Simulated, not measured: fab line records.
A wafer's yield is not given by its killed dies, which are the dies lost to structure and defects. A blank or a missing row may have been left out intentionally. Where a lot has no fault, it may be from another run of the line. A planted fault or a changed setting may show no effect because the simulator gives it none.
Problem report in the 8D (eight disciplines) form, filled by code + flow sky130 + the parts of the form that need people (team, actions taken, sign-off) are left out

## 1. PROBLEM STATEMENT
Mean NWELL_00_OVL at SKY_NWELL_OVL_MEAS_10: 156.4 nm over 9 wafers in 3 lots; fault-free wafers: -0.3 nm, standard deviation 1.4. So: +99 or more standard deviations from the usual mean.
First observed at day 7 21:49: wafer L690.2, on overlay-02. At this step, 39 wafers from 13 lots have a number in the record. By rule, "out" or "out of limits" means more than 4 standard deviations away from the usual mean. The other wafers with a number count as sound.

## 2. WHAT IT IS AND WHAT IT IS NOT
| question                    | is                     | is not                                                                          |
|-----------------------------|------------------------|---------------------------------------------------------------------------------|
| which readings at this step | NWELL_00_OVL           | -                                                                               |
| which lots                  | L690, L691, L693       | L677, L683, L684, L685, L686, L688, L689, L692, L694, L700                      |
| which wafers of those lots  | all that have a number | -                                                                               |
| read on which gauges        | overlay-01, overlay-02 | -                                                                               |
| when                        | from day 7 21:49       | up to then (21 sound wafers); but 9 sound wafers of L692, L694, L700 came after |

## 3. THE SUSPECTS, EACH WITH WHAT RULES IT OUT
Counting: a tool stays on the suspect list if, at a process step up to the reading, it processed all lots that are out and no sound lot following the first of them.
- the gauge at SKY_NWELL_OVL_MEAS_10 has been ruled out. The wafers that are out were read on 2 gauges (overlay-01, overlay-02).
- iline stepper-02 at SKY_NWELL_EXPOSE_07 (exposes mask NWM, target cd 840 nm): kept. Every lot that is out went through it, starting with L690 (day 7 12:19), and after that it ran no sound lot; the last sound lot it ran before then is L688 (day 6 22:15).
The count leaves iline stepper-02 at SKY_NWELL_EXPOSE_07.

## 4. THE CAUSE (what the simulator had put in)
Scanner matching overlay: iline stepper-02, from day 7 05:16 on, at SKY_NWELL_EXPOSE_07. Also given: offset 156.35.
After counting, this tool was the only one left.

## 5. THE EFFECT CHAIN, in route order
One row per reading whose mean, taken over the struck wafers that have a number, lies over 3 standard deviations from the usual. Only readings whose record carries a usual standard deviation are examined. hours: median over the lots of the time between each lot's start at the first step of this table that gives one and its start at this step. sigmas: the change, counted in usual standard deviations.
| hours | step                  | reading      | usual   | on struck wafers | change | sigmas      |
|-------|-----------------------|--------------|---------|------------------|--------|-------------|
| 0     | SKY_NWELL_OVL_MEAS_10 | NWELL_00_OVL | -0.3 nm | 156.4            | +156.7 | +99 or more |
At these later measuring or inspecting steps, every struck wafer for which the step has a row has a number for every such reading, and none has moved that far: SKY_VT_ADJUST_HVTR_OVL_MEAS_08.

## 6. HOW IT WOULD HAVE BEEN CAUGHT EARLIER
Counted from the fault's start at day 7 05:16, it took 17 hours until the first out-of-limits reading at a measuring or inspecting step in this record, taken at day 7 21:49.
Tool readings at SKY_NWELL_EXPOSE_07 with a usual standard deviation given in the record: none out on any struck wafer, hence no alarm at a limit of 4 standard deviations on them.
L693, from the lots that are out (3), started SKY_NWELL_EXPOSE_07 on iline stepper-02 later than day 7 21:49. A hold on the tool at that time would have spared it.
